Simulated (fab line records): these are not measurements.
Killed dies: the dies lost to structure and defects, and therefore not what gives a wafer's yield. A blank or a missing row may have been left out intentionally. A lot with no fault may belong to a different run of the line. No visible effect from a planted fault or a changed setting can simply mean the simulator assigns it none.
Which tool did it?	flow gf180mcu	at 1 step of a route of 602, 12 lots with 36 wafers sampled

== WHAT THE GAUGES SHOWED, per wafer ==
GF_DUAL_GATE_THK_MEAS_03.
lot	measured	on	DUAL_GATE_OXIDATION_00_THK (nm)
L075	day 7 21:56	film-metro-01	10.66 10.59 10.58
L077	day 8 12:40	film-metro-02	11.02 11.01 10.95
L079	day 8 23:53	film-metro-02	10.86 10.77 10.79
L081	day 9 12:43	film-metro-02	10.52 10.41 10.73
L083	day 10 04:53	film-metro-02	10.86 10.85 10.91
L085	day 10 15:16	film-metro-02	10.80 10.85 10.84
L087	day 11 12:32	film-metro-04	11.15 11.17 11.25
L089	day 11 19:09	film-metro-04	11.33 11.10 11.06
L091	day 12 15:06	film-metro-02	11.07 11.03 11.30
L093	day 13 02:22	film-metro-04	11.09 11.02 11.02
L095	day 13 15:31	film-metro-02	10.96 11.03 11.05
L097	day 14 04:07	film-metro-04	10.76 11.00 11.12

== WHICH TOOL RAN EACH LOT (tool, then ch and the chambers of the sampled wafers, then the start) ==
There is no process step in the record ahead of these readings.

== THE ANSWER, worked out from the rows above alone ==
Rule: the lots themselves supply what counts as usual. The widest of any qualifying gaps counts: lots, ordered by their means at a reading, are off when they make up no more than a third of the lots, leave a main group of 4 or more, and stand apart from it by 3 or more times the standard deviation of that group's means. Not used: any main group whose means are identical at the precision the tables above print for the reading. A lot without any number at a reading at which 4 lots or more have one is off too. Where the step has rows for the other lots, those lots are counted as sound.
None of the lots is off at any reading shown; this tells nothing.

== WHAT HAD BEEN PUT IN BY THE SIMULATOR ==
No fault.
